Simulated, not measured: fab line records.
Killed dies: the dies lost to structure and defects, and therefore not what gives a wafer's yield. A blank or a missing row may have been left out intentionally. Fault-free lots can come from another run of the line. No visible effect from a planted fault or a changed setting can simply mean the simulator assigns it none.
Chamber matching || flow gf180mcu || cmp-01 running GF_V4_CMP_26: 4 sister chambers
The step polishes, stops on SiO2, t overpolish 15 s, target thk 0 nm. 4 wafers are shown with their chamber, then 11 later ones without.

== WAFERS, EACH WITH ITS CHAMBER ==
{"wafer": "L085.1", "chamber": 2, "motor current A (A)": 12.3}
{"wafer": "L087.3", "chamber": 3, "motor current A (A)": 10.5}
{"wafer": "L087.4", "chamber": 1, "motor current A (A)": 10.4}
{"wafer": "L089.3", "chamber": 0, "motor current A (A)": 10.2}

== WAFERS MISSING THEIR CHAMBER ==
{"wafer": "L089.4", "motor current A (A)": 10.3}
{"wafer": "L089.5", "motor current A (A)": 10.0}
{"wafer": "L092.1", "motor current A (A)": 10.5}
{"wafer": "L092.3", "motor current A (A)": 10.2}
{"wafer": "L092.5", "motor current A (A)": 11.4}
{"wafer": "L094.1", "motor current A (A)": 10.6}
{"wafer": "L094.4", "motor current A (A)": 9.9}
{"wafer": "L094.6", "motor current A (A)": 10.0}
{"wafer": "L095.1", "motor current A (A)": 12.1}
{"wafer": "L095.4", "motor current A (A)": 10.1}
{"wafer": "L095.5", "motor current A (A)": 10.2}

== WHICH CHAMBER EACH ONE RAN IN ==
{"wafer": "L089.4", "from the rows above": "can't be placed: 1 or 0 or 3", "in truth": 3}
{"wafer": "L089.5", "from the rows above": "can't be placed: 0 or 1 or 3", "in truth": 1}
{"wafer": "L092.1", "from the rows above": "can't be placed: 3 or 1 or 0", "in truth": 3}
{"wafer": "L092.3", "from the rows above": "can't be placed: 0 or 1 or 3", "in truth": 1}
{"wafer": "L092.5", "from the rows above": "can't be placed: 2 or 3 or 1 or 0", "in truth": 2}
{"wafer": "L094.1", "from the rows above": "can't be placed: 3 or 1 or 0", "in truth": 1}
{"wafer": "L094.4", "from the rows above": "can't be placed: 0 or 1 or 3", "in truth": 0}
{"wafer": "L094.6", "from the rows above": "can't be placed: 0 or 1 or 3", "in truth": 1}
{"wafer": "L095.1", "from the rows above": 2, "in truth": 2}
{"wafer": "L095.4", "from the rows above": "can't be placed: 0 or 1 or 3", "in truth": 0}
{"wafer": "L095.5", "from the rows above": "can't be placed: 0 or 1 or 3", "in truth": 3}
1 of 11 placed correctly. Unplaceable from these rows: 10, with the true chamber sitting among the candidates in 10. Number placed wrongly: 0.
How it was worked out, from the rows above alone: a wafer's distance from a chamber is the root of the sum, over the readings, of the square of ((its reading less the chamber's mean) divided by the reading's scatter). If the next closest chamber is less than 2 further off than the closest, the wafer can't be placed; otherwise it belongs to the closest. A chamber's mean is the mean of its shown wafers. The scatter (one wafer shown for each chamber): square how far every hidden wafer sits from the nearest shown wafer, average those squares and take the square root.
